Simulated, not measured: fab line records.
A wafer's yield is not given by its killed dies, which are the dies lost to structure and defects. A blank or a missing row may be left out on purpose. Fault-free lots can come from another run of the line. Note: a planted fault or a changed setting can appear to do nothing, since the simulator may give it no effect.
Which tool is to blame? / flow gf180mcu / 24 lots, 72 wafers sampled, at 5 steps of a route of 602

## WHAT EACH GAUGE READ, for each wafer
GF_CONTACT_CD_MEAS_14 targets a cd of 220 nm. Usual: cd-nm reads 220.0 nm (standard deviation 1.3).
lot=L074; measured=day 16 02:17; on=cd-sem-02; cd-nm (nm)=218.9 219.4 218.9; flag=
lot=L075; measured=day 16 12:25; on=cd-sem-02; cd-nm (nm)=218.8 217.9 217.5; flag=
lot=L076; measured=day 16 20:45; on=cd-sem-01; cd-nm (nm)=220.1 220.3 220.4; flag=
lot=L078; measured=day 17 11:52; on=cd-sem-01; cd-nm (nm)=220.9 219.9 220.5; flag=
lot=L077; measured=day 17 15:09; on=cd-sem-01; cd-nm (nm)=219.4 218.2 219.2; flag=
lot=L079; measured=day 17 16:56; on=cd-sem-02; cd-nm (nm)=219.6 219.7 219.7; flag=
lot=L080; measured=day 18 07:11; on=cd-sem-02; cd-nm (nm)=220.1 220.3 220.5; flag=
lot=L081; measured=day 18 14:19; on=cd-sem-02; cd-nm (nm)=220.4 220.5 220.9; flag=
lot=L082; measured=day 19 03:32; on=cd-sem-02; cd-nm (nm)=222.8 221.3 220.9; flag=
lot=L083; measured=day 19 10:31; on=cd-sem-02; cd-nm (nm)=221.2 219.8 220.7; flag=
lot=L084; measured=day 19 18:00; on=cd-sem-02; cd-nm (nm)=218.9 219.3 218.7; flag=
lot=L085; measured=day 20 09:11; on=cd-sem-02; cd-nm (nm)=219.5 218.9 218.7; flag=
lot=L086; measured=day 20 15:44; on=cd-sem-01; cd-nm (nm)=217.0 218.7 218.0; flag=
lot=L087; measured=day 21 09:22; on=cd-sem-01; cd-nm (nm)=220.6 220.4 220.5; flag=
lot=L088; measured=day 21 10:13; on=cd-sem-02; cd-nm (nm)=218.7 217.6 217.6; flag=
lot=L089; measured=day 21 16:52; on=cd-sem-02; cd-nm (nm)=220.4 219.0 219.3; flag=
lot=L090; measured=day 21 23:24; on=cd-sem-02; cd-nm (nm)=220.7 219.2 222.0; flag=
lot=L091; measured=day 22 08:42; on=cd-sem-02; cd-nm (nm)=218.5 219.9 219.5; flag=
lot=L092; measured=day 22 13:56; on=cd-sem-02; cd-nm (nm)=220.8 220.3 220.5; flag=
lot=L093; measured=day 22 21:01; on=cd-sem-02; cd-nm (nm)=223.4 222.4 222.5; flag=
lot=L094; measured=day 23 08:24; on=cd-sem-02; cd-nm (nm)=222.6 221.6 222.1; flag=
lot=L095; measured=day 23 16:25; on=cd-sem-02; cd-nm (nm)=219.1 217.5 218.6; flag=
lot=L096; measured=day 24 01:28; on=cd-sem-02; cd-nm (nm)=220.9 221.7 220.6; flag=
lot=L097; measured=day 24 10:29; on=cd-sem-01; cd-nm (nm)=220.7 220.6 220.8; flag=

GF_V1_OVL_MEAS_15. Usual: V1_OVL gives 4 nm (standard deviation 5.6).
lot=L074; measured=day 18 03:43; on=overlay-02; V1_OVL (nm)=12 16 11; flag=
lot=L075; measured=day 18 14:40; on=overlay-02; V1_OVL (nm)=10 3 8; flag=
lot=L076; measured=day 18 22:58; on=overlay-02; V1_OVL (nm)=0 4 4; flag=
lot=L078; measured=day 19 15:07; on=overlay-02; V1_OVL (nm)=-2 6 3; flag=
lot=L077; measured=day 19 17:46; on=overlay-01; V1_OVL (nm)=13 10 19; flag=
lot=L079; measured=day 19 20:08; on=overlay-01; V1_OVL (nm)=-5 1 -2; flag=
lot=L080; measured=day 20 10:47; on=overlay-01; V1_OVL (nm)=5 1 8; flag=
lot=L081; measured=day 20 18:02; on=overlay-01; V1_OVL (nm)=6 13 7; flag=
lot=L082; measured=day 21 07:02; on=overlay-01; V1_OVL (nm)=4 2 -2; flag=
lot=L083; measured=day 21 14:04; on=overlay-02; V1_OVL (nm)=-2 14 1; flag=
lot=L084; measured=day 21 21:17; on=overlay-01; V1_OVL (nm)=10 0 6; flag=
lot=L085; measured=day 22 11:49; on=overlay-01; V1_OVL (nm)=-1 2 4; flag=
lot=L086; measured=day 22 18:34; on=overlay-02; V1_OVL (nm)=10 12 9; flag=
lot=L087; measured=day 23 10:41; on=overlay-02; V1_OVL (nm)=-1 -2 4; flag=
lot=L088; measured=day 23 11:28; on=overlay-01; V1_OVL (nm)=4 -1 4; flag=
lot=L089; measured=day 23 18:23; on=overlay-01; V1_OVL (nm)=1 -5 -10; flag=
lot=L090; measured=day 24 00:37; on=overlay-01; V1_OVL (nm)=2 6 1; flag=
lot=L091; measured=day 24 07:57; on=overlay-01; V1_OVL (nm)=7 9 9; flag=
lot=L092; measured=day 24 14:28; on=overlay-02; V1_OVL (nm)=5 1 -9; flag=
lot=L093; measured=day 24 20:07; on=overlay-01; V1_OVL (nm)=2 6 6; flag=
lot=L094; measured=day 25 06:32; on=overlay-01; V1_OVL (nm)=-2 5 9; flag=
lot=L095; measured=day 25 15:08; on=overlay-02; V1_OVL (nm)=4 -2 -2; flag=
lot=L096; measured=day 25 23:40; on=overlay-02; V1_OVL (nm)=8 8 6; flag=
lot=L097; measured=day 26 08:04; on=overlay-01; V1_OVL (nm)=-1 -4 -5; flag=

GF_V2_CD_MEAS_14 targets a cd of 260 nm. Usual: cd-nm reads 259.8 nm (standard deviation 1.6).
lot=L074; measured=day 20 06:53; on=cd-sem-02; cd-nm (nm)=258.0 259.2 259.1; flag=
lot=L075; measured=day 20 18:13; on=cd-sem-02; cd-nm (nm)=257.1 257.2 258.4; flag=
lot=L076; measured=day 21 02:57; on=cd-sem-01; cd-nm (nm)=258.4 258.3 258.6; flag=
lot=L078; measured=day 21 18:21; on=cd-sem-02; cd-nm (nm)=258.8 259.1 259.1; flag=
lot=L077; measured=day 21 20:43; on=cd-sem-02; cd-nm (nm)=259.4 260.7 259.7; flag=
lot=L079; measured=day 21 21:47; on=cd-sem-01; cd-nm (nm)=257.4 257.6 257.5; flag=
lot=L080; measured=day 22 13:16; on=cd-sem-02; cd-nm (nm)=259.2 259.0 259.2; flag=
lot=L081; measured=day 22 19:49; on=cd-sem-02; cd-nm (nm)=260.6 259.5 259.9; flag=
lot=L082; measured=day 23 08:32; on=cd-sem-02; cd-nm (nm)=261.4 261.5 261.4; flag=
lot=L083; measured=day 23 15:35; on=cd-sem-02; cd-nm (nm)=261.2 261.5 261.7; flag=
lot=L084; measured=day 23 21:45; on=cd-sem-02; cd-nm (nm)=260.0 259.2 260.1; flag=
lot=L085; measured=day 24 11:46; on=cd-sem-02; cd-nm (nm)=260.2 260.5 259.1; flag=
lot=L086; measured=day 24 18:43; on=cd-sem-01; cd-nm (nm)=258.5 258.2 259.6; flag=
lot=L087; measured=day 25 09:10; on=cd-sem-01; cd-nm (nm)=260.5 260.3 260.7; flag=
lot=L088; measured=day 25 11:16; on=cd-sem-01; cd-nm (nm)=261.2 261.4 260.5; flag=
lot=L089; measured=day 25 16:22; on=cd-sem-01; cd-nm (nm)=261.6 262.3 262.8; flag=
lot=L090; measured=day 25 22:09; on=cd-sem-01; cd-nm (nm)=258.5 259.9 258.8; flag=
lot=L091; measured=day 26 04:51; on=cd-sem-02; cd-nm (nm)=261.5 261.0 261.2; flag=
lot=L092; measured=day 26 11:43; on=cd-sem-01; cd-nm (nm)=259.0 259.7 258.2; flag=
lot=L093; measured=day 26 17:23; on=cd-sem-01; cd-nm (nm)=257.4 257.2 256.7; flag=
lot=L094; measured=day 27 02:06; on=cd-sem-02; cd-nm (nm)=263.7 264.4 263.2; flag=
lot=L095; measured=day 27 11:49; on=cd-sem-01; cd-nm (nm)=259.2 260.1 259.7; flag=
lot=L096; measured=day 27 18:58; on=cd-sem-02; cd-nm (nm)=262.7 261.2 262.0; flag=
lot=L097; measured=day 28 04:02; on=cd-sem-01; cd-nm (nm)=258.6 260.2 259.3; flag=

GF_V2_RS_MEAS_24: measurement is done with a four-point probe. Usual: V2_W_RS gives 0.328 ohm/sq (standard deviation 0.0039).
lot=L074; measured=day 20 07:55; on=film-metro-03; V2_W_RS (ohm/sq)=0.322 0.330 0.331; flag=
lot=L075; measured=day 20 19:15; on=film-metro-02; V2_W_RS (ohm/sq)=0.329 0.327 0.326; flag=
lot=L076; measured=day 21 03:59; on=film-metro-03; V2_W_RS (ohm/sq)=0.333 0.329 0.320; flag=
lot=L078; measured=day 21 19:23; on=film-metro-04; V2_W_RS (ohm/sq)=0.326 0.327 0.323; flag=
lot=L077; measured=day 21 21:44; on=film-metro-03; V2_W_RS (ohm/sq)=0.330 0.328 0.329; flag=
lot=L079; measured=day 21 22:49; on=film-metro-04; V2_W_RS (ohm/sq)=0.324 0.324 0.324; flag=
lot=L080; measured=day 22 14:41; on=film-metro-04; V2_W_RS (ohm/sq)=0.329 0.325 0.324; flag=
lot=L081; measured=day 22 20:55; on=film-metro-03; V2_W_RS (ohm/sq)=0.335 0.330 0.326; flag=
lot=L082; measured=day 23 09:34; on=film-metro-04; V2_W_RS (ohm/sq)=0.333 0.329 0.327; flag=
lot=L083; measured=day 23 16:37; on=film-metro-02; V2_W_RS (ohm/sq)=0.328 0.327 0.324; flag=
lot=L084; measured=day 23 22:49; on=film-metro-04; V2_W_RS (ohm/sq)=0.333 0.335 0.336; flag=
lot=L085; measured=day 24 12:47; on=film-metro-04; V2_W_RS (ohm/sq)=0.323 0.320 0.323; flag=
lot=L086; measured=day 24 19:45; on=film-metro-04; V2_W_RS (ohm/sq)=0.322 0.331 0.326; flag=
lot=L087; measured=day 25 10:13; on=film-metro-04; V2_W_RS (ohm/sq)=0.329 0.327 0.327; flag=
lot=L088; measured=day 25 12:20; on=film-metro-04; V2_W_RS (ohm/sq)=0.323 0.324 0.322; flag=
lot=L089; measured=day 25 17:23; on=film-metro-02; V2_W_RS (ohm/sq)=0.333 0.327 0.336; flag=
lot=L090; measured=day 25 23:11; on=film-metro-04; V2_W_RS (ohm/sq)=0.332 0.328 0.329; flag=
lot=L091; measured=day 26 05:55; on=film-metro-02; V2_W_RS (ohm/sq)=0.325 0.324 0.325; flag=
lot=L092; measured=day 26 12:46; on=film-metro-03; V2_W_RS (ohm/sq)=0.326 0.325 0.324; flag=
lot=L093; measured=day 26 18:26; on=film-metro-03; V2_W_RS (ohm/sq)=0.334 0.330 0.328; flag=
lot=L094; measured=day 27 03:10; on=film-metro-02; V2_W_RS (ohm/sq)=0.333 0.332 0.329; flag=
lot=L095; measured=day 27 12:51; on=film-metro-03; V2_W_RS (ohm/sq)=0.330 0.337 0.334; flag=
lot=L096; measured=day 27 20:01; on=film-metro-04; V2_W_RS (ohm/sq)=0.328 0.331 0.328; flag=
lot=L097; measured=day 28 05:04; on=film-metro-02; V2_W_RS (ohm/sq)=0.326 0.325 0.324; flag=

## EACH LOT AND THE TOOL THAT RAN IT (in order: tool; ch and the chambers of the sampled wafers; start)
lot=L074; GF_V2_STRIP_18=plasma-asher-01 ch 0,1, day 20 07:08
lot=L075; GF_V2_STRIP_18=plasma-asher-01 ch 0,1, day 20 18:29
lot=L076; GF_V2_STRIP_18=plasma-asher-04 ch 0,1, day 21 03:14
lot=L078; GF_V2_STRIP_18=plasma-asher-02 ch 0,1, day 21 18:38
lot=L077; GF_V2_STRIP_18=plasma-asher-02 ch 0,1, day 21 20:59
lot=L079; GF_V2_STRIP_18=plasma-asher-04 ch 0,1, day 21 22:04
lot=L080; GF_V2_STRIP_18=plasma-asher-04 ch 0,1, day 22 13:32
lot=L081; GF_V2_STRIP_18=plasma-asher-04 ch 0,1, day 22 20:05
lot=L082; GF_V2_STRIP_18=plasma-asher-02 ch 0,1, day 23 08:48
lot=L083; GF_V2_STRIP_18=plasma-asher-04 ch 0,1, day 23 15:52
lot=L084; GF_V2_STRIP_18=plasma-asher-04 ch 0,1, day 23 22:02
lot=L085; GF_V2_STRIP_18=plasma-asher-02 ch 0,1, day 24 12:02
lot=L086; GF_V2_STRIP_18=plasma-asher-04 ch 0,1, day 24 18:59
lot=L087; GF_V2_STRIP_18=plasma-asher-04 ch 0,1, day 25 09:26
lot=L088; GF_V2_STRIP_18=plasma-asher-01 ch 0,1, day 25 11:32
lot=L089; GF_V2_STRIP_18=plasma-asher-01 ch 0,1, day 25 16:38
lot=L090; GF_V2_STRIP_18=plasma-asher-04 ch 0,1, day 25 22:26
lot=L091; GF_V2_STRIP_18=plasma-asher-02 ch 0,1, day 26 05:08
lot=L092; GF_V2_STRIP_18=plasma-asher-02 ch 0,1, day 26 11:59
lot=L093; GF_V2_STRIP_18=plasma-asher-02 ch 0,1, day 26 17:40
lot=L094; GF_V2_STRIP_18=plasma-asher-01 ch 0,1, day 27 02:23
lot=L095; GF_V2_STRIP_18=plasma-asher-01 ch 0,1, day 27 12:05
lot=L096; GF_V2_STRIP_18=plasma-asher-04 ch 0,1, day 27 19:16
lot=L097; GF_V2_STRIP_18=plasma-asher-01 ch 0,1, day 28 04:19
- GF_V2_STRIP_18: strips in O2/N2.

## AS READ BY THE TOOLS THEMSELVES (means over the sampled wafers that have a number; for cases with no such wafer, the mark the record gives instead)
GF_V2_STRIP_18. Usual: drypump-motor-current-A 5.3 A, standard deviation 0.38; heater-power-w 327 W, standard deviation 20; oes-product-au 0.594 a.u., standard deviation 0.0047.
lot=L074; tool=plasma-asher-01; drypump-motor-current-A (A)=5.1; heater-power-w (W)=360; oes-product-au (a.u.)=0.593; flag=
lot=L075; tool=plasma-asher-01; drypump-motor-current-A (A)=5.2; heater-power-w (W)=346; oes-product-au (a.u.)=0.594; flag=
lot=L076; tool=plasma-asher-04; drypump-motor-current-A (A)=5.3; heater-power-w (W)=317; oes-product-au (a.u.)=0.596; flag=
lot=L078; tool=plasma-asher-02; drypump-motor-current-A (A)=5.8; heater-power-w (W)=317; oes-product-au (a.u.)=0.596; flag=
lot=L077; tool=plasma-asher-02; drypump-motor-current-A (A)=5.6; heater-power-w (W)=322; oes-product-au (a.u.)=0.588; flag=
lot=L079; tool=plasma-asher-04; drypump-motor-current-A (A)=5.0; heater-power-w (W)=309; oes-product-au (a.u.)=0.591; flag=
lot=L080; tool=plasma-asher-04; drypump-motor-current-A (A)=5.0; heater-power-w (W)=312; oes-product-au (a.u.)=0.592; flag=
lot=L081; tool=plasma-asher-04; drypump-motor-current-A (A)=5.3; heater-power-w (W)=319; oes-product-au (a.u.)=0.589; flag=
lot=L082; tool=plasma-asher-02; drypump-motor-current-A (A)=5.8; heater-power-w (W)=326; oes-product-au (a.u.)=0.593; flag=
lot=L083; tool=plasma-asher-04; drypump-motor-current-A (A)=5.0; heater-power-w (W)=310; oes-product-au (a.u.)=0.592; flag=
lot=L084; tool=plasma-asher-04; drypump-motor-current-A (A)=5.3; heater-power-w (W)=318; oes-product-au (a.u.)=0.595; flag=
lot=L085; tool=plasma-asher-02; drypump-motor-current-A (A)=5.6; heater-power-w (W)=323; oes-product-au (a.u.)=0.595; flag=
lot=L086; tool=plasma-asher-04; drypump-motor-current-A (A)=5.3; heater-power-w (W)=314; oes-product-au (a.u.)=0.598; flag=
lot=L087; tool=plasma-asher-04; drypump-motor-current-A (A)=5.3; heater-power-w (W)=314; oes-product-au (a.u.)=0.596; flag=
lot=L088; tool=plasma-asher-01; drypump-motor-current-A (A)=5.2; heater-power-w (W)=352; oes-product-au (a.u.)=0.601; flag=
lot=L089; tool=plasma-asher-01; drypump-motor-current-A (A)=5.2; heater-power-w (W)=342; oes-product-au (a.u.)=0.592; flag=
lot=L090; tool=plasma-asher-04; drypump-motor-current-A (A)=5.0; heater-power-w (W)=312; oes-product-au (a.u.)=0.595; flag=
lot=L091; tool=plasma-asher-02; drypump-motor-current-A (A)=5.8; heater-power-w (W)=322; oes-product-au (a.u.)=0.596; flag=
lot=L092; tool=plasma-asher-02; drypump-motor-current-A (A)=5.8; heater-power-w (W)=314; oes-product-au (a.u.)=0.594; flag=
lot=L093; tool=plasma-asher-02; drypump-motor-current-A (A)=5.8; heater-power-w (W)=310; oes-product-au (a.u.)=0.593; flag=
lot=L094; tool=plasma-asher-01; drypump-motor-current-A (A)=5.2; heater-power-w (W)=349; oes-product-au (a.u.)=0.594; flag=
lot=L095; tool=plasma-asher-01; drypump-motor-current-A (A)=5.1; heater-power-w (W)=354; oes-product-au (a.u.)=0.594; flag=
lot=L096; tool=plasma-asher-04; drypump-motor-current-A (A)=5.3; heater-power-w (W)=318; oes-product-au (a.u.)=0.594; flag=
lot=L097; tool=plasma-asher-01; drypump-motor-current-A (A)=5.2; heater-power-w (W)=350; oes-product-au (a.u.)=0.597; flag=

## THE ANSWER, worked out from the rows above alone
Rule: a lot counts as off when the mean over its wafers that have a number is more than 3 standard deviations away from the usual mean. Also off: a lot with no number at a reading for which 4 or more lots have one. Any other lot the step has rows for is counted as sound. Order of review: gauges by route order, followed by the tools' own readings, for which a lot's mean as printed above is used. At the first step where some lot is off, the reading lying furthest off is the one used; lots without a number count as furthest.
None of the lots is off at any reading shown; this tells nothing.

## WHAT HAD BEEN PUT IN BY THE SIMULATOR
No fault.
